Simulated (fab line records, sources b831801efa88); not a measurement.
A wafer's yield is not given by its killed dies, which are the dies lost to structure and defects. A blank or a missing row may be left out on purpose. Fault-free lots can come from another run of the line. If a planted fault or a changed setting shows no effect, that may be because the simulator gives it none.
The tool behind it: which one?    flow sky130    15 lots with 45 wafers sampled at 6 steps, on a route of 708 steps

== WHAT THE GAUGES READ, wafer by wafer ==
SKY_LDD_P_TW_MEAS_11.
lot   measured      on            LDD_P_TW
L391  day 19 10:10  filmMetro-04  637 636 638
L392  day 19 13:32  filmMetro-01  637 641 641
L395  day 21 03:15  filmMetro-01  641 643 641
L397  day 21 16:32  filmMetro-01  639 640 644
L399  day 22 09:13  filmMetro-03  648 645 645
L400  day 23 00:13  filmMetro-03  648 647 648
L402  day 23 08:38  filmMetro-03  648 645 647
L404  day 24 01:45  filmMetro-04  639 636 634
L405  day 25 00:56  filmMetro-01  638 633 636
L406  day 25 09:24  filmMetro-04  638 639 640
L407  day 25 14:06  filmMetro-03  655 648 650
L408  day 25 21:56  filmMetro-03  648 651 651
L411  day 26 15:23  filmMetro-04  639 637 637
L413  day 27 22:19  filmMetro-03  659 656 654
L412  day 29 04:47  filmMetro-03  648 649 648

SKY_POLY_CUT_OVL_MEAS_09.
lot   measured      on          POLY_CUT_OVL (nm)
L391  day 24 16:34  overlay-02  -1 -7 4
L392  day 24 19:35  overlay-02  -8 3 0
L395  day 26 19:35  overlay-02  -7 3 -1
L397  day 26 20:46  overlay-02  -2 -6 1
L399  day 27 12:06  overlay-01  1 9 8
L400  day 28 02:20  overlay-02  4 5 3
L402  day 28 09:50  overlay-02  0 6 -2
L404  day 29 02:22  overlay-01  -9 1 -2
L405  day 29 23:41  overlay-02  6 7 16
L406  day 30 08:18  overlay-01  -4 6 -11
L407  day 30 12:20  overlay-02  14 8 8
L408  day 30 19:56  overlay-01  -9 -3 2
L411  day 31 11:59  overlay-01  0 4 3
L413  day 32 17:00  overlay-02  6 -1 13
L412  day 33 21:42  overlay-02  0 10 8

SKY_RES_XHIGH_TW_MEAS_09.
lot   measured      on            RES_XHIGH_TW
L391  day 27 02:59  filmMetro-04  1630 1627 1626
L392  day 27 05:25  filmMetro-04  1631 1625 1632
L395  day 29 04:59  filmMetro-01  1641 1634 1636
L397  day 29 06:29  filmMetro-01  1638 1637 1636
L399  day 29 22:16  filmMetro-01  1641 1642 1646
L400  day 30 11:50  filmMetro-01  1638 1646 1641
L402  day 30 19:49  filmMetro-02  1655 1645 1642
L404  day 31 10:41  filmMetro-04  1619 1626 1621
L405  day 32 07:41  filmMetro-01  30 30 30
L406  day 32 15:25  filmMetro-02  30 30 30
L407  day 32 21:52  filmMetro-01  30 30 30
L408  day 33 02:28  filmMetro-02  1639 1643 1638
L411  day 33 17:53  filmMetro-02  1644 1642 1644
L413  day 34 22:47  filmMetro-04  1640 1635 1631
L412  day 36 03:07  filmMetro-04  1634 1638 1632

SKY_SD_N_RS_MEAS_18: measures by four-point-probe.
lot   measured      on            RES_XHIGH_RS (ohm/sq)
L391  day 28 08:59  filmMetro-02  334.9 334.5 334.8
L392  day 28 11:43  filmMetro-02  334.7 334.8 335.0
L395  day 30 10:55  filmMetro-04  333.3 334.1 336.0
L397  day 30 12:05  filmMetro-02  334.8 335.5 335.3
L399  day 31 04:12  filmMetro-01  334.1 334.7 333.6
L400  day 31 17:16  filmMetro-02  333.3 334.1 332.2
L402  day 32 00:06  filmMetro-01  332.5 332.7 333.3
L404  day 32 14:44  filmMetro-04  333.5 332.7 333.6
L405  day 33 11:14  filmMetro-02  132.9 132.9 133.0
L406  day 33 19:07  filmMetro-01  132.9 132.8 133.2
L407  day 34 01:04  filmMetro-04  133.0 132.9 132.6
L408  day 34 06:23  filmMetro-01  334.5 333.6 334.5
L411  day 34 21:51  filmMetro-04  333.6 333.2 332.2
L413  day 36 01:35  filmMetro-04  333.8 332.3 332.8
L412  day 37 05:38  filmMetro-04  333.6 331.9 332.9

SKY_LOCAL_INTERCONNECT_RS_MEAS_01: measures by four-point-probe.
lot   measured      on            LOCAL_INTERCONNECT_TIN_RS (ohm/sq)
L391  day 29 15:37  filmMetro-03  13.44 13.49 13.44
L392  day 29 18:10  filmMetro-02  13.48 13.45 13.35
L395  day 31 17:17  filmMetro-03  13.34 13.42 13.30
L397  day 31 18:04  filmMetro-03  13.50 13.73 13.73
L399  day 32 09:37  filmMetro-02  13.79 13.71 13.54
L400  day 32 22:43  filmMetro-01  13.77 13.55 13.85
L402  day 33 04:55  filmMetro-02  13.56 13.76 13.58
L404  day 33 19:10  filmMetro-02  13.87 13.76 13.80
L408  day 35 11:08  filmMetro-01  13.61 13.49 13.57
L411  day 36 02:07  filmMetro-03  13.62 13.62 13.55
L413  day 37 04:46  filmMetro-03  13.56 13.61 13.62
L412  day 38 10:10  filmMetro-01  13.53 13.37 13.50

== WHAT TOOL EACH LOT RAN ON (gives the tool, then ch and the chambers of the sampled wafers, and finally the start) ==
lot   SKY_RES_XHIGH_IMPLANT_07
L391  implanter-03 ch 0, day 27 02:47
L392  implanter-03 ch 0, day 27 05:10
L395  implanter-01 ch 0, day 29 04:47
L397  implanter-04 ch 0, day 29 06:16
L399  implanter-01 ch 0, day 29 22:01
L400  implanter-01 ch 0, day 30 11:35
L402  implanter-04 ch 0, day 30 19:34
L404  implanter-01 ch 0, day 31 10:27
L405  implanter-01, day 32 07:27
L406  implanter-01, day 32 15:11
L407  implanter-04, day 32 21:38
L408  implanter-04 ch 0, day 33 02:14
L411  implanter-04 ch 0, day 33 17:38
L413  implanter-04 ch 0, day 34 22:32
L412  implanter-04 ch 0, day 36 02:52
- SKY_RES_XHIGH_IMPLANT_07

== WHAT THE TOOLS THEMSELVES READ (means of the sampled wafers that have a number; where no wafer has one, the mark that the record gives instead) ==
SKY_RES_XHIGH_IMPLANT_07.
lot   tool          beamEnergyKeV  beamOnS (s)  endStationPressureTorr (Torr)
L391  implanter-03  20.000         44           5.20e-06
L392  implanter-03  19.993         44           5.21e-06
L395  implanter-01  19.996         36           5.23e-06
L397  implanter-04  20.004         30           5.39e-06
L399  implanter-01  20.007         36           5.11e-06
L400  implanter-01  19.998         36           5.24e-06
L402  implanter-04  20.000         30           4.99e-06
L404  implanter-01  19.998         36           5.13e-06
L405  implanter-01  -              -            -
L406  implanter-01  -              -            -
L407  implanter-04  -              -            -
L408  implanter-04  20.003         30           5.14e-06
L411  implanter-04  19.996         30           5.35e-06
L413  implanter-04  20.003         30           5.22e-06
L412  implanter-04  19.995         30           5.29e-06

== THE ANSWER, worked out from the rows above alone ==
Rule: the lots themselves supply what counts as usual. Put in order of their means at a reading, lots are off if they are a third of the lots or fewer, leave a main group of 4 or more, and stand apart from it by a gap of 3 or more times the standard deviation of the main group's means; of several such gaps the widest counts. A main group is skipped when, at the precision printed for the reading in the tables above, its means are all equal. A lot without any number at a reading at which 4 lots or more have one is off too. All remaining lots with rows at the step are treated as sound. The gauges are gone through in route order, then the tools' own readings, and for those a lot's mean is taken as printed above. The first step at which some lot is off is used, and at that step the reading that is off furthest; a lot without a number counts as furthest.
Off: L405, L406, L407, at SKY_RES_XHIGH_TW_MEAS_09 (RES_XHIGH_TW). For the main group the mean is 1637 and the standard deviation 7.
A tool fits if, at a process step before that reading, it ran every lot that is off, and no sound lot after the first of them. Not tried: the gauges at SKY_RES_XHIGH_TW_MEAS_09; whatever is off there is also off at SKY_RES_XHIGH_IMPLANT_07, on other tools, and gauge error can't account for it. None of those tried fits.

== WHAT WAS PUT IN BY THE SIMULATOR ==
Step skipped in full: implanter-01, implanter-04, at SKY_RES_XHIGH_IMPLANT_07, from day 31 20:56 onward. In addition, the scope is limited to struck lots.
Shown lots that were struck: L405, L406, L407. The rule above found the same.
